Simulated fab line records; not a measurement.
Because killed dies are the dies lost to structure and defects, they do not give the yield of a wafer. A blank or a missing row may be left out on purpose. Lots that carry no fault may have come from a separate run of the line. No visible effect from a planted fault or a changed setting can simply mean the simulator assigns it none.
What tool caused it? ; flow gf180mcu ; 39 wafers from 13 lots sampled at 3 of the route's 602 steps

## WHAT EACH GAUGE READ, for each wafer
GF_V4_OVL_MEAS_15. Usual: V4_OVL -1 nm, standard deviation 5.2.
lot;measured;on;V4_OVL (nm);flag
L435;day 24 16:50;overlay-01;3 5 7;
L436;day 24 20:50;overlay-01;-1 -7 3;
L437;day 25 05:09;overlay-02;-3 2 -2;
L438;day 25 06:06;overlay-02;4 2 6;
L439;day 26 03:20;overlay-01;-4 -3 -4;
L440;day 26 08:42;overlay-01;7 7 9;
L441;day 26 19:03;overlay-01;-2 5 -2;
L442;day 27 08:04;overlay-02;-8 -8 -5;
L445;day 28 02:39;overlay-01;7 2 -2;
L455;day 30 12:26;overlay-01;-11 -15 -10;
L456;day 30 19:21;overlay-01;0 -3 -9;
L457;day 30 22:53;overlay-01;-4 1 7;
L458;day 31 05:23;overlay-01;-1 4 3;

GF_V4_RS_MEAS_24: measures by four-point-probe. Usual: V4_W_RS 0.328 ohm/sq, standard deviation 0.0034.
lot;measured;on;V4_W_RS (ohm/sq);flag
L435;day 24 17:48;filmMetro-02;0.334 0.327 0.329;
L436;day 24 21:48;filmMetro-04;0.329 0.326 0.326;
L437;day 25 06:06;filmMetro-03;0.321 0.325 0.329;
L438;day 25 07:01;filmMetro-03;0.329 0.328 0.329;
L439;day 26 04:28;filmMetro-02;0.333 0.336 0.336;
L440;day 26 09:39;filmMetro-03;0.329 0.331 0.326;
L441;day 26 19:59;filmMetro-04;0.323 0.322 0.322;
L442;day 27 09:04;filmMetro-03;0.327 0.328 0.328;
L445;day 28 03:43;filmMetro-04;0.327 0.327 0.330;
L455;day 30 13:23;filmMetro-03;0.329 0.334 0.329;
L456;day 30 20:16;filmMetro-04;0.324 0.325 0.326;
L457;day 30 23:56;filmMetro-04;0.326 0.326 0.326;
L458;day 31 06:19;filmMetro-02;0.321 0.329 0.327;

## EACH LOT AND THE TOOL THAT RAN IT (in order: tool; ch and the chambers of the sampled wafers; start)
lot;GF_V4_CVD_23
L435;cvdW-01 ch 0,1, day 24 17:41
L436;cvdW-02 ch 0,1, day 24 21:40
L437;cvdW-01 ch 0,1, day 25 05:59
L438;cvdW-02 ch 0,1, day 25 06:55
L439;cvdW-02 ch 1, day 26 04:15
L440;cvdW-01 ch 0,1, day 26 09:32
L441;cvdW-02 ch 0,1, day 26 19:53
L442;cvdW-01 ch 0,1, day 27 08:52
L445;cvdW-01 ch 0,1, day 28 03:37
L455;cvdW-01 ch 0,1, day 30 13:15
L456;cvdW-02 ch 0, day 30 20:09
L457;cvdW-02 ch 0,1, day 30 23:50
L458;cvdW-02 ch 0,1, day 31 06:10
- GF_V4_CVD_23: deposits W, target thk 350 nm, time 104.9 s.

## AS READ BY THE TOOLS THEMSELVES (means over the sampled wafers that have a number; for cases with no such wafer, the mark the record gives instead)
GF_V4_CVD_23. Usual: heaterPowerW 818 W, standard deviation 64.
lot;tool;heaterPowerW (W);flag
L435;cvdW-01;879;
L436;cvdW-02;786;
L437;cvdW-01;899;
L438;cvdW-02;774;
L439;cvdW-02;778;
L440;cvdW-01;888;
L441;cvdW-02;760;
L442;cvdW-01;870;
L445;cvdW-01;901;
L455;cvdW-01;882;
L456;cvdW-02;763;
L457;cvdW-02;761;
L458;cvdW-02;761;

## THE ANSWER, worked out from the rows above alone
Rule: a lot is off if the mean of its wafers that have a number lies more than 3 standard deviations from the usual mean. Also off: a lot with no number at a reading for which 4 or more lots have one. Where the step has rows for the other lots, those lots are counted as sound. First the gauges in route order, then the tools' own readings, where a lot's mean is used as printed above. At the first step where some lot is off, the reading lying furthest off is the one used; lots without a number count as furthest.
Nothing can be told from this: no lot is off at any reading shown.

## WHAT HAD BEEN PUT IN BY THE SIMULATOR
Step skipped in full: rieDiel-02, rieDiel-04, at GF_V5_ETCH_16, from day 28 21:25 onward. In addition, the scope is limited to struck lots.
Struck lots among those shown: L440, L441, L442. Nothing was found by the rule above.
